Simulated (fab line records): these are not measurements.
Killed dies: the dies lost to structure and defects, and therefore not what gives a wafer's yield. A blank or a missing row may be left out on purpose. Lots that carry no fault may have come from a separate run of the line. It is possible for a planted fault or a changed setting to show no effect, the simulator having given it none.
fab line records	flow sky130	part 1 of 2: steps 1 to 25 of 36
[record] lots = 5	wafers = 15	last_day = 50
route steps=708 shown METAL2@498 VIA2@507 METAL3@532
lots that met no fault: taken from a fault-free run of the same line
start_h: hours from the record's first day to the start of the lot's first wafer shown	wait_h: time in hours since the lot's previous step	" same as the row above	L1.1+2: several wafers, shown together as one row	- either no value or no given start	* or withheld: withheld	< > ~ a bound
route shown NAME@n: names a module that has steps shown in the file, with the first one's number in the route	usual: the fault-free wafers' mean and standard deviation	same: alike in all rows	chamber/n: place in a boat	sites: per-site readings	_std_site: their standard deviation	_edge_site: inner sites' mean taken away from outer sites' mean	radius_mm: how far each site lies from the wafer's centre	mask NAME#n: copy n	behind: tool/chamber where the wafer was last shaped	hold: the reason the lot was held/the length of the hold in hours/how it ended	device: the transistor (n, p or np) that didn't switch	end of line: the tests these same wafers got at the end of their route	a step given without rows: its recipe and nothing more	killed: count of dies lost to structure and defects at first sort (not the wafer's yield)	map: the dies of a wafer, with x for killed, . for not killed, _ for no die there
set.NAME: the setting that was run; set.NAME@STEP: the one run at that earlier step	model.NAME: the simulator's own value behind a step, which no gauge read
a table for each step, a row for each wafer; lots at some steps of the route
services: a tool's chamber out of use, with start hour (start_h, from the record's first day; less than 0 if before it), hours out, and reason
[[steps]]
[step SKY_METAL2_CD_MEAS_15]
[recipe] target_cd_nm = 140
[usual] cd_nm = 139.5/1.6
lot.wafer	tool	chamber	start_h	wait_h	cd_nm
L076.1	cd_sem-02	-	831.11	-	139.2
L076.2	"	-	"	"	139.7
L076.3	"	-	"	"	139.0
L078.2	cd_sem-01	-	862.58	-	140.9
L078.4	"	-	"	"	141.3
L078.6	"	-	"	"	139.4
L087.2	cd_sem-01	-	911.55	-	138.1
L087.4	"	-	"	"	136.8
L087.5	"	-	"	"	138.5
L090.2	cd_sem-01	-	937.53	-	142.6
L090.3	"	-	"	"	141.2
L090.4	"	-	"	"	140.3
L097.3	cd_sem-02	-	981.50	-	140.3
L097.4	"	-	"	"	139.0
L097.5	"	-	"	"	139.7
[step SKY_METAL2_OVL_MEAS_16]
[usual] METAL2_OVL = -3/5.1
lot.wafer	tool	chamber	start_h	wait_h	METAL2_OVL[nm]
L076.1	overlay-01	-	831.23	0.1	-5
L076.2	"	-	"	"	0
L076.3	"	-	"	"	-4
L078.2	overlay-02	-	862.68	0.1	-3
L078.4	"	-	"	"	2
L078.6	"	-	"	"	-3
L087.2	overlay-01	-	911.66	0.1	4
L087.4	"	-	"	"	-2
L087.5	"	-	"	"	5
L090.2	overlay-02	-	937.63	0.1	-13
L090.3	"	-	"	"	-4
L090.4	"	-	"	"	-8
L097.3	overlay-01	-	981.59	0.1	-1
L097.4	"	-	"	"	4
L097.5	"	-	"	"	1
[step SKY_METAL2_DESCUM_17]
[recipe] chemistry = O2	source_power_w = 150	bias_power_w = 0	pressure_mtorr = 10	temp_c = 40	time_s = 8
[usual] drypump_motor_current_A = 5.5/0.51	oes_product_au = 1.002/0.0098
[same] bias_power_w = 0
lot.wafer	tool	chamber	start_h	wait_h	drypump_motor_current_A	oes_product_au	rf_hours_counter_h
L076.1	rie_metal-03	1	831.26	0.0	5.9	0.995	10
L076.2	"	0	"	"	5.3	1.008	2
L076.3	"	0	"	"	5.3	1.003	-
L078.2	rie_metal-03	1	862.71	0.0	5.9	0.995	12
L078.4	"	0	"	"	5.3	1.008	-
L078.6	"	0	"	"	5.3	0.998	-
L087.2	rie_metal-02	1	911.69	0.0	4.8	1.008	12
L087.4	"	1	"	"	4.8	1.005	-
L087.5	"	1	"	"	4.8	1.002	-
L090.2	rie_metal-03	1	937.66	0.0	5.9	0.988	16
L090.3	"	0	"	"	5.3	1.010	-
L090.4	"	1	"	"	5.9	0.981	-
L097.3	rie_metal-03	1	981.62	0.0	5.9	1.000	-
L097.4	"	0	"	"	5.3	1.008	-
L097.5	"	1	"	"	5.9	0.998	-
[step SKY_METAL2_ETCH_18]
[recipe] chemistry = N2/H2	target = BARC	ion_energy_ev = 200	bias_w = 100	pressure_mtorr = 30	n2_flow_sccm = 100	h2_flow_sccm = 200	icp_w = 500	stop_on = SiO2	time_s = 45.9	target_depth_a = 600
[usual] drypump_motor_current_A = 5.5/0.5	oes_product_au = 0.855/0.005	throttle_valve_pct = 13.225/0.0095
lot.wafer	tool	chamber	start_h	wait_h	drypump_motor_current_A	oes_product_au	rf_hours_counter_h	throttle_valve_pct
L076.1	rie_metal-03	1	831.29	0.0	5.9	0.859	11	13.238
L076.2	"	0	"	"	5.3	0.854	2	13.223
L076.3	"	0	"	"	5.4	0.859	-	13.204
L078.2	rie_metal-03	1	862.74	0.0	5.9	0.849	12	13.226
L078.4	"	0	"	"	5.3	0.856	-	13.221
L078.6	"	0	"	"	5.3	0.850	-	13.229
L087.2	rie_metal-02	1	911.72	0.0	4.8	0.858	12	13.225
L087.4	"	1	"	"	4.8	0.859	-	13.228
L087.5	"	1	"	"	4.8	0.862	-	13.230
L090.2	rie_metal-03	1	937.69	0.0	5.9	0.853	16	13.232
L090.3	"	0	"	"	5.3	0.856	-	13.237
L090.4	"	1	"	"	5.9	0.861	-	13.233
L097.3	rie_metal-03	1	981.66	0.0	5.9	0.860	-	13.226
L097.4	"	0	"	"	5.3	0.862	-	13.233
L097.5	"	1	"	"	5.9	0.853	-	13.233
[step SKY_METAL2_METAL_ETCH_19]
[recipe] target_depth_a = 3600	stop_on = SiO2	over_etch_frac = 0.3	time_s = 78	chemistry = Cl2/BCl3	resist_sidewall_deg = 88	pressure_mtorr = 10	icp_w = 900	bias_w = 48.5	Cl2_flow_sccm = 60	bcl3_flow_sccm = 30
[usual] drypump_motor_current_A = 5.5/0.5	oes_product_au = 0.854/0.0061	throttle_valve_pct = 22.266/0.0087
lot.wafer	tool	chamber	start_h	wait_h	drypump_motor_current_A	oes_product_au	rf_hours_counter_h	throttle_valve_pct
L076.1	rie_metal-03	1	831.36	0.0	5.9	0.858	11	22.280
L076.2	"	0	"	"	5.4	0.852	2	22.251
L076.3	"	0	"	"	5.3	0.848	-	22.268
L078.2	rie_metal-03	1	862.81	0.0	5.9	0.856	12	22.261
L078.4	"	0	"	"	5.3	0.857	-	22.282
L078.6	"	0	"	"	5.3	0.854	-	22.275
L087.2	rie_metal-02	1	911.78	0.0	4.8	0.859	12	22.282
L087.4	"	1	"	"	4.8	0.862	-	22.265
L087.5	"	1	"	"	4.8	0.856	-	22.241
L090.2	rie_metal-03	1	937.76	0.0	5.9	0.856	16	22.268
L090.3	"	0	"	"	5.3	0.867	-	22.260
L090.4	"	1	"	"	5.9	0.857	-	22.267
L097.3	rie_metal-03	1	981.74	0.1	5.9	0.853	-	22.266
L097.4	"	0	"	"	5.3	0.849	-	22.276
L097.5	"	1	"	"	5.9	0.856	-	22.262
[step SKY_METAL2_STRIP_20]
[recipe] chemistry = O2/N2	power_w = 1400	pressure_mtorr = 1500	platen_temp_c = withheld	o2_flow_sccm = 3000	n2_flow_sccm = 300	overash_fraction = 0.5
[usual] drypump_motor_current_A = 6.1/0.43	o2_flow_sccm = 3000/7.9	oes_product_au = 0.343/0.0052	strip_time_to_endpoint_s = 2.69/0.048
lot.wafer	tool	chamber	start_h	wait_h	drypump_motor_current_A	o2_flow_sccm	oes_product_au	rf_hours_counter_h	strip_time_to_endpoint_s
L076.1	plasma_asher-04	0	831.45	0.1	6.4	2999	0.347	39	2.76
L076.2	"	1	"	"	6.6	3005	0.343	39	2.67
L076.3	"	1	"	"	6.6	3005	0.338	-	2.68
L078.2	plasma_asher-01	0	862.90	0.1	6.3	2989	0.339	12	2.67
L078.4	"	1	"	"	5.4	2998	0.333	-	2.65
L078.6	"	0	"	"	6.4	2988	0.350	-	2.66
L087.2	plasma_asher-01	0	911.87	0.1	6.3	2990	0.342	17	2.70
L087.4	"	1	"	"	5.4	2995	0.336	-	2.71
L087.5	"	1	"	"	5.3	2992	0.344	-	2.72
L090.2	plasma_asher-03	1	937.85	0.1	6.2	3015	0.348	82	2.75
L090.3	"	0	"	"	6.0	3002	0.335	-	2.62
L090.4	"	1	"	"	6.2	3010	0.347	-	2.72
L097.3	plasma_asher-01	1	981.83	0.1	5.4	3000	0.346	-	2.73
L097.4	"	0	"	"	6.3	3014	0.345	-	2.67
L097.5	"	1	"	"	5.4	3004	0.343	-	2.73
[step SKY_METAL2_STRIP_21]
[recipe] chemistry = post_etch_residue_remover	time_s = 1200	temp_c = 72.5
lot.wafer	tool	chamber	start_h	wait_h
L076.1+2+3	wet_bench-04	1	831.55	0.1
L078.2+4+6	wet_bench-04	0	863.00	0.1
L087.2+4+5	wet_bench-01	1	911.97	0.1
L090.2+3+4	wet_bench-03	0	937.95	0.1
L097.3+4+5	wet_bench-04	2	981.90	0.0
[step SKY_METAL2_CLEAN_22]
[recipe] chemistry = IPA	time_s = 180	temp_c = 25
lot.wafer	tool	chamber	start_h	wait_h
L076.1+2+3	wet_bench-01	1	831.89	0.0
L078.2+4+6	wet_bench-03	0	863.34	0.0
L087.2+4+5	wet_bench-04	2	912.31	0.0
L090.2+3+4	wet_bench-04	3	938.76	0.0
L097.3+4+5	wet_bench-01	1	982.24	0.0
[step SKY_METAL2_CLEAN_23]
[recipe] chemistry = O3/DIW	dry = n2_spin
lot.wafer	tool	chamber	start_h	wait_h
L076.1+2+3	wet_bench-03	1	831.95	0.0
L078.2+4+6	wet_bench-01	0	863.40	0.0
L087.2+4+5	wet_bench-01	3	912.38	0.0
L090.2+3+4	wet_bench-03	0	938.82	0.0
L097.3+4+5	wet_bench-04	2	982.30	0.0
[step SKY_VIA2_HDPCVD_00]
[recipe] material = SiO2	target_thk_nm = 1180	sigma_open_frac = 0.3	time_s = 196.7	temp_c = 400	sih4_flow_sccm = 60	pressure_mtorr = 6
lot.wafer	tool	chamber	start_h	wait_h
L076.1+2+3	hdpcvd-02	1,0,2	832.04	0.0
L078.2+4+6	hdpcvd-02	0,2,1	863.49	0.0
L087.2+4+5	hdpcvd-01	2,2,1	912.47	0.0
L090.2+3+4	hdpcvd-01	2,0,2	939.04	0.0
L097.3+4+5	hdpcvd-01	1,0,1	982.39	0.0
[step SKY_VIA2_THK_MEAS_01]
[recipe] reads = SiO2_of_VIA2_HDPCVD_00
[usual] VIA2_HDPCVD_THK = 1185/14
lot.wafer	tool	chamber	start_h	wait_h	VIA2_HDPCVD_THK[nm]
L076.1	film_metro-04	-	832.16	0.1	1181
L076.2	"	-	"	"	1159
L076.3	"	-	"	"	1169
L078.2	film_metro-03	-	863.62	0.1	1179
L078.4	"	-	"	"	1170
L078.6	"	-	"	"	1176
L087.2	film_metro-01	-	912.60	0.1	1197
L087.4	"	-	"	"	1197
L087.5	"	-	"	"	1203
L090.2	film_metro-03	-	939.17	0.1	1196
L090.3	"	-	"	"	1192
L090.4	"	-	"	"	1186
L097.3	film_metro-04	-	982.54	0.1	1202
L097.4	"	-	"	"	1201
L097.5	"	-	"	"	1189
[step SKY_VIA2_CMP_02]
[recipe] material = SiO2	down_force_psi = 4	platen_rpm = 60	pad_velocity_m_s = 0.94248
[usual] motor_current_A = 11.9/1.1
lot.wafer	tool	chamber	start_h	wait_h	motor_current_A
L076.3	cmp-01	1	832.22	0.0	10.2
L076.1	"	2	"	"	10.5
L076.2	"	3	"	"	12.6
L078.4	cmp-01	1	863.72	0.1	10.5
L078.2	"	3	"	"	12.6
L078.6	"	1	"	"	10.4
L087.2	cmp-01	0	914.18	1.6	12.1
L087.4	"	1	"	"	10.5
L087.5	"	0	"	"	12.6
L090.4	cmp-02	1	939.27	0.1	11.8
L090.3	"	2	"	"	10.6
L090.2	"	3	"	"	12.4
L097.4	cmp-02	0	982.63	0.1	14.1
L097.3	"	1	"	"	11.7
L097.5	"	3	"	"	12.9
[step SKY_VIA2_BOW_MEAS_03]
[recipe] mode = bow
[usual] VIA2_BOW = 85/7.1
lot.wafer	tool	chamber	start_h	wait_h	VIA2_BOW[um]
L076.1	film_metro-04	-	832.52	0.2	90
L076.2	"	-	"	"	90
L076.3	"	-	"	"	86
L078.2	film_metro-04	-	863.99	0.1	82
L078.4	"	-	"	"	93
L078.6	"	-	"	"	100
L087.2	film_metro-03	-	914.45	0.2	87
L087.4	"	-	"	"	81
L087.5	"	-	"	"	87
L090.2	film_metro-01	-	939.54	0.1	87
L090.3	"	-	"	"	72
L090.4	"	-	"	"	77
L097.3	film_metro-03	-	982.92	0.2	87
L097.4	"	-	"	"	82
L097.5	"	-	"	"	83
[step SKY_VIA2_DEHYDRATE_04]
[recipe] temp_c = 200	time_s = 60
[usual] exhaust_pa = 45.1/0.77
lot.wafer	tool	chamber	start_h	wait_h	exhaust_pa
L076.1	litho_track-03	0	844.33	11.8	45.2
L076.2	"	0	"	"	44.9
L076.3	"	0	"	"	45.0
L078.2	litho_track-02	0	876.19	12.2	44.4
L078.4	"	0	"	"	45.9
L078.6	"	0	"	"	45.8
L087.2	litho_track-02	0	925.09	10.6	44.5
L087.4	"	0	"	"	44.9
L087.5	"	0	"	"	44.1
L090.2	litho_track-02	0	950.44	10.9	44.9
L090.3	"	0	"	"	46.4
L090.4	"	0	"	"	45.6
L097.3	litho_track-02	0	994.27	11.3	45.8
L097.4	"	0	"	"	44.5
L097.5	"	0	"	"	45.1
[step SKY_VIA2_HMDS_05]
[recipe] prime_time_s = 60	prime_temp_c = 120
[usual] exhaust_pa = 44.9/0.97
lot.wafer	tool	chamber	start_h	wait_h	exhaust_pa
L076.1	litho_track-03	0	844.48	0.1	44.4
L076.2	"	0	"	"	44.4
L076.3	"	0	"	"	44.2
L078.2	litho_track-02	0	876.34	0.1	45.5
L078.4	"	0	"	"	44.3
L078.6	"	0	"	"	43.9
L087.2	litho_track-02	0	925.24	0.1	46.3
L087.4	"	0	"	"	45.1
L087.5	"	0	"	"	44.8
L090.2	litho_track-02	0	950.59	0.1	46.3
L090.3	"	0	"	"	46.0
L090.4	"	0	"	"	45.4
L097.3	litho_track-02	0	994.42	0.1	43.7
L097.4	"	0	"	"	45.2
L097.5	"	0	"	"	45.8
[step SKY_VIA2_COAT_06]
[recipe] resist = BARC	temp_c = withheld	time_s = withheld	spin_rpm = 3000	resist_thk_nm = 60
[usual] exhaust_pa = 45.1/0.97
lot.wafer	tool	chamber	start_h	wait_h	exhaust_pa
L076.1	litho_track-03	0	844.63	0.1	43.2
L076.2	"	0	"	"	44.1
L076.3	"	0	"	"	42.8
L078.2	litho_track-02	0	876.49	0.1	44.8
L078.4	"	0	"	"	44.9
L078.6	"	0	"	"	44.0
L087.2	litho_track-02	0	925.39	0.1	44.9
L087.4	"	0	"	"	45.5
L087.5	"	0	"	"	45.4
L090.2	litho_track-02	0	950.74	0.1	46.1
L090.3	"	0	"	"	45.0
L090.4	"	0	"	"	46.0
L097.3	litho_track-02	0	994.57	0.1	45.2
L097.4	"	0	"	"	46.2
L097.5	"	0	"	"	44.3
[step SKY_VIA2_COAT_07]
[recipe] resist = KrF-thick	spin_rpm = 3000	resist_thk_nm = 450
[usual] exhaust_pa = 45.1/0.81
lot.wafer	tool	chamber	start_h	wait_h	exhaust_pa
L076.1	litho_track-03	0	-	-	45.4
L076.2	"	0	"	"	44.8
L076.3	"	0	"	"	44.3
L078.2	litho_track-02	0	-	-	45.6
L078.4	"	0	"	"	44.9
L078.6	"	0	"	"	44.8
L087.2	litho_track-02	0	-	-	46.3
L087.4	"	0	"	"	45.4
L087.5	"	0	"	"	44.9
L090.2	litho_track-02	0	-	-	45.4
L090.3	"	0	"	"	46.3
L090.4	"	0	"	"	44.2
L097.3	litho_track-02	0	-	-	45.9
L097.4	"	0	"	"	45.8
L097.5	"	0	"	"	45.5
[step SKY_VIA2_SOFTBAKE_08]
[recipe] temp_c = 100	time_s = 90	resist = KrF-thick
[usual] exhaust_pa = 45.2/0.99
lot.wafer	tool	chamber	start_h	wait_h	exhaust_pa
L076.1	litho_track-03	0	-	-	44.4
L076.2	"	0	"	"	44.9
L076.3	"	0	"	"	45.6
L078.2	litho_track-02	0	-	-	45.9
L078.4	"	0	"	"	44.9
L078.6	"	0	"	"	43.6
L087.2	litho_track-02	0	-	-	45.9
L087.4	"	0	"	"	45.6
L087.5	"	0	"	"	46.5
L090.2	litho_track-02	0	-	-	44.5
L090.3	"	0	"	"	44.0
L090.4	"	0	"	"	44.8
L097.3	litho_track-02	0	-	-	47.1
L097.4	"	0	"	"	46.4
L097.5	"	0	"	"	46.5
[step SKY_VIA2_EXPOSE_09]
[recipe] mask_id = VIM2	na = 0.8	source_shape = annular	sigma_inner = 0.55	sigma_outer = 0.85	target_cd_nm = 200	dose_mj = 38
lot.wafer	tool	chamber	start_h	wait_h	mask
L076.1+2+3	krf_scanner-01	0	-	-	VIM2#0
L078.2+4+6	krf_scanner-01	0	-	-	VIM2#0
L087.2+4+5	krf_scanner-01	0	-	-	VIM2#0
L090.2+3+4	krf_scanner-01	0	-	-	VIM2#0
L097.3+4+5	krf_scanner-01	0	-	-	VIM2#0
[step SKY_VIA2_PEB_10]
[recipe] peb_temp_c = withheld	peb_time_s = withheld	resist = KrF-thick
[usual] exhaust_pa = 45.1/0.85
lot.wafer	tool	chamber	start_h	wait_h	exhaust_pa
L076.1	litho_track-04	0	-	-	43.0
L076.2	"	0	"	"	45.6
L076.3	"	0	"	"	45.2
L078.2	litho_track-04	0	-	-	45.0
L078.4	"	0	"	"	45.1
L078.6	"	0	"	"	45.1
L087.2	litho_track-03	0	-	-	45.3
L087.4	"	0	"	"	44.0
L087.5	"	0	"	"	44.5
L090.2	litho_track-03	0	-	-	45.4
L090.3	"	0	"	"	45.3
L090.4	"	0	"	"	45.5
L097.3	litho_track-04	0	-	-	45.3
L097.4	"	0	"	"	46.2
L097.5	"	0	"	"	44.8
[step SKY_VIA2_DEVELOP_11]
[recipe] develop_time_s = 60	resist = KrF-thick	dev_temp_c = 21
[usual] exhaust_pa = 45.1/0.92
lot.wafer	tool	chamber	start_h	wait_h	exhaust_pa
L076.1	litho_track-04	0	-	-	45.9
L076.2	"	0	"	"	45.4
L076.3	"	0	"	"	44.4
L078.2	litho_track-04	0	-	-	46.1
L078.4	"	0	"	"	45.9
L078.6	"	0	"	"	45.9
L087.2	litho_track-03	0	-	-	46.3
L087.4	"	0	"	"	45.1
L087.5	"	0	"	"	44.8
L090.2	litho_track-03	0	-	-	44.8
L090.3	"	0	"	"	43.6
L090.4	"	0	"	"	44.8
L097.3	litho_track-04	0	-	-	46.6
L097.4	"	0	"	"	46.5
L097.5	"	0	"	"	46.3
[step SKY_VIA2_CD_MEAS_12]
[recipe] target_cd_nm = 200
[usual] cd_nm = 199.7/1.3
lot.wafer	tool	chamber	start_h	wait_h	cd_nm
L076.1	cd_sem-02	-	858.48	-	197.8
L076.2	"	-	"	"	199.4
L076.3	"	-	"	"	197.6
L078.2	cd_sem-01	-	889.19	-	198.4
L078.4	"	-	"	"	198.9
L078.6	"	-	"	"	199.1
L087.2	cd_sem-01	-	937.95	-	197.6
L087.4	"	-	"	"	198.2
L087.5	"	-	"	"	199.0
L090.2	cd_sem-01	-	963.50	-	198.8
L090.3	"	-	"	"	197.8
L090.4	"	-	"	"	198.6
L097.3	cd_sem-02	-	1006.76	-	197.8
L097.4	"	-	"	"	199.2
L097.5	"	-	"	"	198.3
[step SKY_VIA2_OVL_MEAS_13]
[usual] VIA2_OVL = 0/6.5
lot.wafer	tool	chamber	start_h	wait_h	VIA2_OVL[nm]
L076.1	overlay-01	-	858.60	0.1	1
L076.2	"	-	"	"	9
L076.3	"	-	"	"	0
L078.2	overlay-02	-	889.30	0.1	-8
L078.4	"	-	"	"	-8
L078.6	"	-	"	"	-2
L087.2	overlay-01	-	938.06	0.1	-9
L087.4	"	-	"	"	-9
L087.5	"	-	"	"	5
L090.2	overlay-02	-	963.61	0.1	-4
L090.3	"	-	"	"	4
L090.4	"	-	"	"	2
L097.3	overlay-02	-	1006.86	0.1	3
L097.4	"	-	"	"	-1
L097.5	"	-	"	"	4
[step SKY_VIA2_ETCH_14]
[recipe] chemistry = N2/H2	target = BARC	ion_energy_ev = 200	source_w = 500	bias_w = 100	pressure_mtorr = 30	n2_flow_sccm = 100	h2_flow_sccm = 200	stop_on = SiO2	time_s = 45.9	target_depth_a = 600
[usual] drypump_motor_current_A = 5.9/0.44	oes_product_au = 0.855/0.0052	throttle_valve_pct = 13.225/0.011
lot.wafer	tool	chamber	start_h	wait_h	drypump_motor_current_A	oes_product_au	rf_hours_counter_h	throttle_valve_pct
L076.1	rie_diel-04	1	858.64	0.0	5.7	0.865	13	13.220
L076.2	"	2	"	"	5.7	0.857	6	13.233
L076.3	"	0	"	"	5.6	0.859	14	13.229
L078.2	rie_diel-03	3	889.33	0.0	6.1	0.852	8	13.225
L078.4	"	0	"	"	6.3	0.857	0	13.229
L078.6	"	2	"	"	6.3	0.851	-	13.205
L087.2	rie_diel-04	1	938.09	0.0	5.7	0.856	15	13.237
L087.4	"	0	"	"	5.6	0.856	16	13.225
L087.5	"	0	"	"	5.6	0.846	-	13.231
L090.2	rie_diel-03	0	963.64	0.0	6.3	0.860	2	13.237
L090.3	"	1	"	"	5.6	0.859	14	13.226
L090.4	"	2	"	"	6.3	0.855	12	13.232
L097.3	rie_diel-02	3	1006.88	0.0	5.0	0.855	22	13.230
L097.4	"	2	"	"	5.7	0.846	10	13.222
L097.5	"	2	"	"	5.7	0.865	-	13.229
[step SKY_VIA2_ETCH_15]
[recipe] target = SiO2	chemistry = C4F8/O2/Ar	target_depth_nm = 546	stop_on = TiN	mask_material = KrF-thick	source_w = 1500	bias_w = 1200	pressure_mtorr = 40	c4f8_flow_sccm = withheld	O2_flow_sccm = 6	Ar_flow_sccm = 300	time_s = 84
[usual] oes_product_au = 0.940/0.005
lot.wafer	tool	chamber	start_h	wait_h	oes_product_au	rf_hours_counter_h
L076.1	rie_diel-04	1	858.68	0.0	0.942	13
L076.2	"	2	"	"	0.940	6
L076.3	"	0	"	"	0.949	14
L078.2	rie_diel-03	3	889.37	0.0	0.947	8
L078.4	"	0	"	"	0.944	0
L078.6	"	2	"	"	0.942	-
L087.2	rie_diel-04	1	938.13	0.0	0.947	15
L087.4	"	0	"	"	0.934	16
L087.5	"	0	"	"	0.937	-
L090.2	rie_diel-03	0	963.68	0.0	0.942	2
L090.3	"	1	"	"	0.934	14
L090.4	"	2	"	"	0.935	12
L097.3	rie_diel-02	3	1006.92	0.0	0.943	22
L097.4	"	2	"	"	0.932	10
L097.5	"	2	"	"	0.946	-
